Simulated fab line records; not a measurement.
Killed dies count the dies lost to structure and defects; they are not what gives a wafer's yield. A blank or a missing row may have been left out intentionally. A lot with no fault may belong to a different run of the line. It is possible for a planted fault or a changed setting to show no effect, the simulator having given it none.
fab line records ; flow sky130
record: lots: 6; wafers: 16; last_day: 50
route steps=708 shown METAL2@490 PAD_OPEN@708
lots untouched by any fault: they come from a run of this same line in which no faults occurred
start_h: hours from the record's opening day to when the first of the lot's shown wafers began ; wait_h: hours from the lot's prior step to this one ; " the same as in the row above ; L1.1+2: a single row standing in for several wafers ; - no value, or no start given ; * or withheld: withheld ; < > ~ a bound
route shown NAME@n: names a module that has steps shown in the file, with the first one's number in the route ; usual: the fault-free wafers' mean and standard deviation ; same: alike in all rows ; chamber/n: place in a boat ; sites: readings site by site ; _std_site: how widely they spread, as a standard deviation ; _edge_site: inner sites' mean taken away from outer sites' mean ; radius_mm: for every site, how far away it sits from the centre of the wafer ; mask NAME#n: copy n ; behind: tool/chamber where the wafer was last shaped ; hold: what put the lot on hold/how long, in hours/how the hold closed ; device: which transistor (n, p or np) failed to switch ; end of line: the tests these same wafers got at the end of their route ; step lacking rows: just its recipe ; killed: dies that structure and defects cost at the first sort, which is not the same as the wafer's yield ; map: shows each die of a wafer: x if killed, . if not, _ if none is there
set.NAME: the setting that was run; set.NAME@STEP: the one run at that earlier step ; model.NAME: the simulator's own value behind a step, which no gauge read
certain route steps with their lots: each step a table, each wafer a row
services: a tool's chamber out of use, with start hour (start_h, from the record's first day; less than 0 if before it), hours out, and reason
== steps ==
step: SKY_METAL2_DEHYDRATE_07
recipe: temp_c: 200; time_s: 60
step: SKY_METAL2_HMDS_08
recipe: prime_time_s: 60; prime_temp_c: 120
step: SKY_METAL2_COAT_09
recipe: resist: BARC; temp_c: withheld; time_s: withheld; spin_rpm: 3000; resist_thk_nm: 60
step: SKY_METAL2_COAT_10
recipe: resist: KrF-thick; spin_rpm: 3000; resist_thk_nm: 450
step: SKY_METAL2_SOFTBAKE_11
recipe: temp_c: 100; time_s: 90; resist: KrF-thick
step: SKY_METAL2_EXPOSE_12
recipe: mask_id: MM2; na: 0.8; source_shape: annular; sigma_inner: 0.55; sigma_outer: 0.85; target_cd_nm: 140; dose_mj: 28
step: SKY_METAL2_PEB_13
recipe: peb_temp_c: withheld; peb_time_s: withheld; resist: KrF-thick
step: SKY_METAL2_DEVELOP_14
recipe: develop_time_s: 60; resist: KrF-thick; dev_temp_c: 21
step: SKY_METAL2_CD_MEAS_15
recipe: target_cd_nm: 140
usual: cd_nm: 140.2/1.7
lot.wafer;tool;chamber;start_h;wait_h;cd_nm
L135.2;cd_sem-01;-;832.50;-;139.4
L135.4;cd_sem-01;-;832.50;-;139.8
L135.6;cd_sem-01;-;832.50;-;140.2
L138.2;cd_sem-01;-;860.03;-;144.0
L138.4;cd_sem-01;-;860.03;-;144.8
L142.1;cd_sem-01;-;888.86;-;140.6
L142.4;cd_sem-01;-;888.86;-;141.9
L150.4;cd_sem-01;-;948.14;-;137.5
L150.5;cd_sem-01;-;948.14;-;138.6
L150.6;cd_sem-01;-;948.14;-;138.9
L151.1;cd_sem-02;-;960.48;-;138.6
L151.5;cd_sem-02;-;960.48;-;140.2
L151.6;cd_sem-02;-;960.48;-;137.9
L156.1;cd_sem-01;-;986.62;-;138.8
L156.2;cd_sem-01;-;986.62;-;140.2
L156.3;cd_sem-01;-;986.62;-;139.4
step: SKY_METAL2_OVL_MEAS_16
usual: METAL2_OVL: 1/5.4
lot.wafer;tool;chamber;start_h;wait_h;METAL2_OVL[nm]
L135.2;overlay-02;-;832.61;0.1;3
L135.4;overlay-02;-;832.61;0.1;1
L135.6;overlay-02;-;832.61;0.1;3
L138.2;overlay-01;-;860.14;0.1;3
L138.4;overlay-01;-;860.14;0.1;2
L142.1;overlay-02;-;888.98;0.1;5
L142.4;overlay-02;-;888.98;0.1;7
L150.4;overlay-02;-;948.25;0.1;11
L150.5;overlay-02;-;948.25;0.1;4
L150.6;overlay-02;-;948.25;0.1;4
L151.1;overlay-02;-;960.60;0.1;0
L151.5;overlay-02;-;960.60;0.1;4
L151.6;overlay-02;-;960.60;0.1;-1
L156.1;overlay-02;-;986.74;0.1;-9
L156.2;overlay-02;-;986.74;0.1;-2
L156.3;overlay-02;-;986.74;0.1;-10
step: SKY_METAL2_DESCUM_17
recipe: chemistry: O2; source_power_w: 150; bias_power_w: 0; pressure_mtorr: 10; temp_c: 40; time_s: 8
usual: drypump_motor_current_A: 5.9/0.49; oes_product_au: 1.000/0.012
same: time_s: 8
lot.wafer;tool;chamber;start_h;wait_h;drypump_motor_current_A;oes_product_au;rf_hours_counter_h
L135.2;rie_metal-04;1;832.64;0.0;6.8;0.999;7
L135.4;rie_metal-04;0;832.64;0.0;6.4;1.031;-
L135.6;rie_metal-04;0;832.64;0.0;6.4;1.014;-
L138.2;rie_metal-03;1;860.17;0.0;6.1;1.007;6
L138.4;rie_metal-03;1;860.17;0.0;6.1;1.005;-
L142.1;rie_metal-03;1;889.02;0.0;6.1;1.005;7
L142.4;rie_metal-03;1;889.02;0.0;6.1;1.019;-
L150.4;rie_metal-04;0;948.28;0.0;6.4;1.017;-
L150.5;rie_metal-04;0;948.28;0.0;6.4;1.001;-
L150.6;rie_metal-04;1;948.28;0.0;6.8;1.014;-
L151.1;rie_metal-03;1;960.64;0.0;6.1;1.011;12
L151.5;rie_metal-03;1;960.64;0.0;6.1;1.019;-
L151.6;rie_metal-03;0;960.64;0.0;5.4;0.998;-
L156.1;rie_metal-03;0;986.78;0.0;5.5;0.996;4
L156.2;rie_metal-03;1;986.78;0.0;6.1;1.003;13
L156.3;rie_metal-03;0;986.78;0.0;5.4;0.992;-
step: SKY_METAL2_ETCH_18
recipe: chemistry: N2/H2; target: BARC; ion_energy_ev: 200; bias_w: 100; pressure_mtorr: 30; n2_flow_sccm: 100; h2_flow_sccm: 200; icp_w: 500; stop_on: SiO2; time_s: 45.9; target_depth_a: 600
usual: drypump_motor_current_A: 5.9/0.49; oes_product_au: 0.854/0.0046; run_length_s: 74.2/0.4; throttle_valve_pct: 13.224/0.0093
same: time_s: 45.9
lot.wafer;tool;chamber;start_h;wait_h;drypump_motor_current_A;oes_product_au;rf_hours_counter_h;run_length_s;throttle_valve_pct
L135.2;rie_metal-04;1;832.67;0.0;6.7;0.848;7;74.4;13.225
L135.4;rie_metal-04;0;832.67;0.0;6.4;0.860;-;74.1;13.221
L135.6;rie_metal-04;0;832.67;0.0;6.4;0.851;-;73.7;13.219
L138.2;rie_metal-03;1;860.20;0.0;6.1;0.859;6;74.5;13.228
L138.4;rie_metal-03;1;860.20;0.0;6.1;0.851;-;74.2;13.230
L142.1;rie_metal-03;1;889.05;0.0;6.1;0.858;7;74.5;13.231
L142.4;rie_metal-03;1;889.05;0.0;6.1;0.850;-;74.7;13.221
L150.4;rie_metal-04;0;948.32;0.0;6.4;0.850;-;74.0;13.228
L150.5;rie_metal-04;0;948.32;0.0;6.4;0.856;-;74.5;13.213
L150.6;rie_metal-04;1;948.32;0.0;6.8;0.854;-;74.2;13.210
L151.1;rie_metal-03;1;960.67;0.0;6.1;0.859;12;74.3;13.222
L151.5;rie_metal-03;1;960.67;0.0;6.1;0.850;-;74.5;13.219
L151.6;rie_metal-03;0;960.67;0.0;5.4;0.849;-;74.1;13.211
L156.1;rie_metal-03;0;986.81;0.0;5.4;0.856;4;73.9;13.236
L156.2;rie_metal-03;1;986.81;0.0;6.1;0.854;13;74.6;13.218
L156.3;rie_metal-03;0;986.81;0.0;5.4;0.856;-;73.8;13.232
step: SKY_METAL2_METAL_ETCH_19
recipe: target_depth_a: 3600; stop_on: SiO2; over_etch_frac: 0.3; time_s: 78; chemistry: Cl2/BCl3; resist_sidewall_deg: 88; pressure_mtorr: 10; icp_w: 900; bias_w: 48.5; Cl2_flow_sccm: 60; bcl3_flow_sccm: 30
usual: drypump_motor_current_A: 5.9/0.49; oes_product_au: 0.855/0.0058; run_length_s: 106.2/0.4; throttle_valve_pct: 22.264/0.01
lot.wafer;tool;chamber;start_h;wait_h;drypump_motor_current_A;oes_product_au;rf_hours_counter_h;run_length_s;throttle_valve_pct;model.KrF-thick_of_METAL2_COAT_10.thk_nm
L135.2;rie_metal-04;1;832.73;0.0;6.8;0.860;7;106.5;22.276;158.1
L135.4;rie_metal-04;0;832.73;0.0;6.4;0.855;-;106.2;22.281;152
L135.6;rie_metal-04;0;832.73;0.0;6.4;0.860;-;106.0;22.280;150.9
L138.2;rie_metal-03;1;860.26;0.0;6.1;0.858;6;106.5;22.256;158.3
L138.4;rie_metal-03;1;860.26;0.0;6.1;0.981;-;96.6;22.248;188.2
L142.1;rie_metal-03;1;889.11;0.0;6.1;0.980;7;96.8;22.268;186
L142.4;rie_metal-03;1;889.11;0.0;6.1;0.980;-;96.8;22.275;186.6
L150.4;rie_metal-04;0;948.39;0.1;6.4;0.858;-;106.2;22.255;151.7
L150.5;rie_metal-04;0;948.39;0.1;6.4;0.854;-;105.8;22.255;152.2
L150.6;rie_metal-04;1;948.39;0.1;6.7;0.862;-;106.7;22.272;154.4
L151.1;rie_metal-03;1;960.73;0.0;6.1;0.854;12;107.2;22.278;153.7
L151.5;rie_metal-03;1;960.73;0.0;6.1;0.851;-;106.5;22.271;154.9
L151.6;rie_metal-03;0;960.73;0.0;5.4;0.843;-;105.8;22.262;152.8
L156.1;rie_metal-03;0;986.87;0.0;5.4;0.865;4;106.4;22.260;158.4
L156.2;rie_metal-03;1;986.87;0.0;6.1;0.849;14;106.4;22.240;156
L156.3;rie_metal-03;0;986.87;0.0;5.4;0.859;-;105.8;22.254;156.4
step: SKY_METAL2_STRIP_20
recipe: chemistry: O2/N2; power_w: 1400; pressure_mtorr: 1500; platen_temp_c: withheld; o2_flow_sccm: 3000; n2_flow_sccm: 300; overash_fraction: 0.5
usual: drypump_motor_current_A: 5.5/0.49; oes_product_au: 0.343/0.0052; strip_time_to_endpoint_s: 2.69/0.054
lot.wafer;tool;chamber;start_h;wait_h;drypump_motor_current_A;oes_product_au;rf_hours_counter_h;strip_time_to_endpoint_s
L135.2;plasma_asher-03;0;832.82;0.1;5.0;0.340;101;2.67
L135.4;plasma_asher-03;0;832.82;0.1;5.0;0.333;-;2.64
L135.6;plasma_asher-03;1;832.82;0.1;5.1;0.335;-;2.61
L138.2;plasma_asher-03;1;860.35;0.1;5.1;0.340;104;2.72
L138.4;plasma_asher-03;0;860.35;0.1;5.0;0.356;-;3.02
L142.1;plasma_asher-02;1;889.20;0.1;5.2;0.350;75;2.99
L142.4;plasma_asher-02;0;889.20;0.1;6.3;0.363;-;3.00
L150.4;plasma_asher-03;1;948.48;0.1;5.0;0.331;-;2.62
L150.5;plasma_asher-03;1;948.48;0.1;5.0;0.345;-;2.62
L150.6;plasma_asher-03;0;948.48;0.1;5.0;0.344;-;2.66
L151.1;plasma_asher-04;1;960.82;0.1;5.5;0.339;20;2.63
L151.5;plasma_asher-04;1;960.82;0.1;5.5;0.335;-;2.65
L151.6;plasma_asher-04;0;960.82;0.1;6.0;0.339;-;2.64
L156.1;plasma_asher-02;1;986.96;0.1;5.2;0.346;86;2.70
L156.2;plasma_asher-02;0;986.96;0.1;6.2;0.336;86;2.67
L156.3;plasma_asher-02;1;986.96;0.1;5.2;0.343;-;2.69
step: SKY_METAL2_STRIP_21
recipe: chemistry: post_etch_residue_remover; time_s: 1200; temp_c: 72.5
step: SKY_PAD_OPEN_PROBE_99
usual: defect_limited_yield: 82.4/1.9; killed_at_M0_to_M3: 44/7.5; killed_at_M4_up: 3.2/1.9; killed_at_contacts: 23/4.7; killed_at_front_end: 15/4.7; killed_at_other: 0.4/0.66; killed_dies: 87/9.3; killed_open: 47/7.2; killed_short: 39/6.5; sort_bin_3_pad_short: 0.8/0.39; sort_bin_5_function: 10.5/1.4; sort_bin_6_memory: 6.3/1.2; sort_n_pass: 405/9.3; sort_yield_pct: 82.4/1.9
same: gross_dies: 492; killed_at_back_side: 0; sort_bin_4_leakage[%]: 0; sort_bin_8_speed[%]: 0
lot.wafer;tool;chamber;start_h;wait_h;defect_limited_yield[%];killed_at_M0_to_M3;killed_at_M4_up;killed_at_contacts;killed_at_front_end;killed_at_other;killed_dies;killed_open;killed_short;sort_bin_3_pad_short[%];sort_bin_5_function[%];sort_bin_6_memory[%];sort_n_pass;sort_yield_pct[%]
L138.2;prober-01;-;1109.33;0.1;82.7;39;3;23;20;0;85;42;42;0.6;9.3;7.3;407;82.7
L138.4;prober-01;-;1109.43;0.2;79.7;59;1;22;18;0;100;66;31;0.2;12.8;7.3;392;79.7
L142.1;prober-01;-;1132.50;0.1;81.7;42;7;19;21;1;90;42;47;1.0;12.4;4.9;402;81.7
L142.4;prober-01;-;1132.65;0.2;82.7;49;1;22;13;0;85;43;41;1.8;10.6;4.9;407;82.7
L151.1;prober-02;-;1180.60;0.1;81.5;39;3;28;20;1;91;49;42;0.8;9.6;8.1;401;81.5
L151.5;prober-02;-;1180.80;0.2;86.2;31;0;18;19;0;68;29;39;0.8;8.3;4.7;424;86.2
L151.6;prober-02;-;1180.85;0.2;79.7;46;2;30;21;1;100;57;43;1.4;11.6;7.3;392;79.7
L156.1;prober-02;-;1199.69;0.1;84.3;38;5;22;12;0;77;31;46;0.2;8.5;6.9;415;84.3
L156.2;prober-02;-;1199.74;0.1;82.5;43;0;27;16;0;86;44;38;0.8;8.9;7.7;406;82.5
L156.3;prober-02;-;1199.79;0.2;85.4;29;2;25;16;0;72;36;36;0.8;8.9;4.9;420;85.4
killed by level:class
L138.2 VIA1:geometric_particle:open=8 FIELD_ISO:geometric_particle:open=6 VIA1:geometric_particle:short=6 CONTACT:geometric_particle:open=6 VIA3:geometric_particle:open=6 POLY_GATE:geometric_particle:short=5 LI_CONTACT:geometric_particle:short=5 LI_CONTACT:geometric_particle:open=5
L138.4 VIA1:geometric_particle:open=19 CONTACT:geometric_particle:open=9 VIA1:geometric_particle:short=9 VIA3:geometric_particle:open=9 VIA2:geometric_particle:open=8 LI_CONTACT:geometric_particle:open=6 FIELD_ISO:geometric_particle:open=5 POLY_GATE:geometric_particle:open=5
L142.1 CONTACT:geometric_particle:open=8 VIA1:geometric_particle:short=8 VIA1:geometric_particle:open=7 POLY_GATE:geometric_particle:short=7 METAL4:geometric_particle:short=7 LI_CONTACT:geometric_particle:open=6 VIA2:geometric_particle:open=6 FIELD_ISO:geometric_particle:open=4
L142.4 VIA1:geometric_particle:open=13 VIA1:geometric_particle:short=9 CONTACT:geometric_particle:open=8 METAL1:geometric_particle:short=6 VIA3:geometric_particle:open=6 LI_CONTACT:geometric_particle:open=5 POLY_GATE:geometric_particle:short=4 LOCAL_INTERCONNECT:geometric_particle:short=4
L151.1 LOCAL_INTERCONNECT:geometric_particle:short=12 VIA1:geometric_particle:open=11 VIA3:geometric_particle:open=8 LI_CONTACT:geometric_particle:open=7 FIELD_ISO:geometric_particle:open=6 CONTACT:geometric_particle:open=6 FIELD_ISO:geometric_particle:short=5 POLY_GATE:geometric_particle:open=4
L151.5 VIA1:geometric_particle:open=9 FIELD_ISO:geometric_particle:short=7 METAL3:geometric_particle:short=5 LI_CONTACT:geometric_particle:open=4 LOCAL_INTERCONNECT:geometric_particle:short=4 CONTACT:geometric_particle:short=4 METAL1:geometric_particle:short=4 FIELD_ISO:geometric_particle:open=3
L151.6 VIA1:geometric_particle:open=15 LI_CONTACT:geometric_particle:open=9 CONTACT:geometric_particle:open=8 VIA3:geometric_particle:open=7 FIELD_ISO:geometric_particle:open=6 POLY_GATE:geometric_particle:short=6 LOCAL_INTERCONNECT:geometric_particle:short=6 VIA1:geometric_particle:short=5
L156.1 METAL2:geometric_particle:short=10 LOCAL_INTERCONNECT:geometric_particle:short=6 CONTACT:geometric_particle:open=6 METAL1:geometric_particle:short=5 VIA3:geometric_particle:short=5 VIA3:geometric_particle:open=5 FIELD_ISO:geometric_particle:open=4 LI_CONTACT:geometric_particle:open=4
L156.2 FIELD_ISO:geometric_particle:short=9 CONTACT:geometric_particle:open=9 VIA1:geometric_particle:open=9 METAL2:geometric_particle:short=9 VIA3:geometric_particle:open=7 LI_CONTACT:geometric_particle:open=6 FIELD_ISO:geometric_particle:open=4 LI_CONTACT:geometric_particle:short=4
L156.3 VIA1:geometric_particle:open=8 LI_CONTACT:geometric_particle:open=6 VIA3:geometric_particle:open=6 LOCAL_INTERCONNECT:geometric_particle:short=6 CONTACT:geometric_particle:open=6 METAL2:geometric_particle:short=6 POLY_GATE:geometric_particle:short=5 POLY_GATE:geometric_particle:open=4
== services ==
tool;chamber;start_h;hours;kind
rie_metal-03;1;869.59;1.9;repair
rie_metal-03;0;899.18;-;clean
rie_metal-03;0;899.18;18.5;scheduled_down
rie_metal-03;0;899.18;18.5;vent_cycle
plasma_asher-04;-;902.95;12.9;pm
rie_metal-04;-;911.98;0.4;repair
rie_metal-04;-;984.40;0.2;repair
== key ==
first_sign: step: SKY_METAL2_METAL_ETCH_19; reading: run_length_s; direction: down; sigmas: 24; usual: *; struck: *
effect: step: SKY_METAL2_METAL_ETCH_19; reading: oes_product_au; direction: up; sigmas: 22; usual: 0.855; struck: 0.980
effect: step: SKY_METAL2_STRIP_20; reading: strip_time_to_endpoint_s; direction: up; sigmas: 5.8; usual: *; struck: *
model_effect: step: SKY_METAL2_METAL_ETCH_19; value: KrF-thick_of_METAL2_COAT_10.thk_nm; without: 157.4; struck: 186.9
met_at SKY_METAL2_METAL_ETCH_19
struck_wafers L138.4,L142.1,L142.4
fault: kind: process_parameter_drift; tool: rie_metal-03; chamber: -; onset_h: 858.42; steps: SKY_METAL2_METAL_ETCH_19; channel: time_s; offset: *; shape: step; end_h: 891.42; scope: struck_wafers_only; acts_in: *; stated: *
